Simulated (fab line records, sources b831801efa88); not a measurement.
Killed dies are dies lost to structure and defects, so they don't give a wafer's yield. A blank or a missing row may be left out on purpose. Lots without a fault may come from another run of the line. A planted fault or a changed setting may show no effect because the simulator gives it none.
A struck lot beside a sound one | flow gf180mcu | 14 steps out of a route of 602
Sound: wafers L110.4, L110.5, L110.6. Struck: wafers L107.1, L107.2, L107.5. The cause comes at the end.
At each step with rows: each side's tool, then ch and its chambers, then its first start. Under that, the readings that differ: sound wafers | struck wafers | difference of the means | sigmas: that difference in standard deviations of wafers without a fault.
alike: readings whose means differ by less than 2 such deviations, and words and numbers that are the same on both sides. not compared: withheld readings, readings that some wafer has no value for, bounds like >300 that may hide the same value, and numbers for which the record gives no deviation and whose values overlap.
The two part at a step that has a row with sigmas, a row that says differs or no value, or rows on one side only. Numbers that don't overlap but have no deviation are shown without sigmas and don't part them. A reading that every wafer of one side lacks parts them only if that side has two wafers or more.

GF_VT_IMPLANT_SOFTBAKE_03: time 61.9 s.
  sound on litho_track-02 ch 0, day 7 14:20; struck on litho_track-03 ch 0, day 6 18:35
  alike: plate_sensor_t_centre_C, plate_sensor_t_edge_C
then, 3 steps without rows for these wafers: GF_VT_IMPLANT_EXPOSE_04 (exposes mask LVPWELL LV AREA, target cd 600 nm); GF_VT_IMPLANT_PEB_05; GF_VT_IMPLANT_DEVELOP_06 (develop time 60 s).
GF_VT_IMPLANT_OVL_MEAS_07:
  sound on overlay-02, day 7 22:17; struck on overlay-01, day 7 02:22
  alike: VT_IMPLANT_OVL
then, 1 step without rows for these wafers: GF_VT_IMPLANT_IMPLANT_08.
GF_VT_IMPLANT_STRIP_09: strips in O2/N2.
  sound on plasma_asher-01 ch 0,1, day 7 22:29; struck on plasma_asher-02 ch 0,1, day 7 02:32
  alike: drypump_motor_current_A, heater_power_w, oes_product_au, strip_time_to_endpoint_s
  not compared: rf_hours_counter_h
GF_VT_IMPLANT_TW_MEAS_10:
  sound on film_metro-04, day 7 22:36; struck on film_metro-01, day 7 02:38
  alike: VT_IMPLANT_TW
then, 4 steps without rows for these wafers: GF_VT_IMPLANT_DEHYDRATE_11 (time 60 s); GF_VT_IMPLANT_HMDS_12 (prime time 60 s); GF_VT_IMPLANT_COAT_13 (resist thk 1000 nm); GF_VT_IMPLANT_SOFTBAKE_14 (time 60 s).
GF_VT_IMPLANT_EXPOSE_15: exposes mask Nwell LV AREA, target cd 860 nm.
  sound on iline_stepper-02 ch 0, day 8 06:35; struck on iline_stepper-02, day 7 10:23
  no value came back on the struck wafers for exposure_dose_mJ_cm2, focus_offset_nm (nm), na; on the sound wafers exposure_dose_mJ_cm2 reads 140.03 139.98 140.03
  reading                            | sound                | struck               | difference | sigmas
  model.VT_IMPLANT.overlay_y_nm (nm) | -1.508 -1.508 -1.508 | 0.3674 0.3674 0.3674 | +1.8754    |
  alike: mask
then, 1 step without rows for these wafers: GF_VT_IMPLANT_PEB_16.

WHERE THEY PART
Only at GF_VT_IMPLANT_EXPOSE_15, within this record.

WHY: what the simulator had put in
Skipped step whole: iline_stepper-02, from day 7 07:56 on, at GF_VT_IMPLANT_EXPOSE_15. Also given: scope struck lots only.
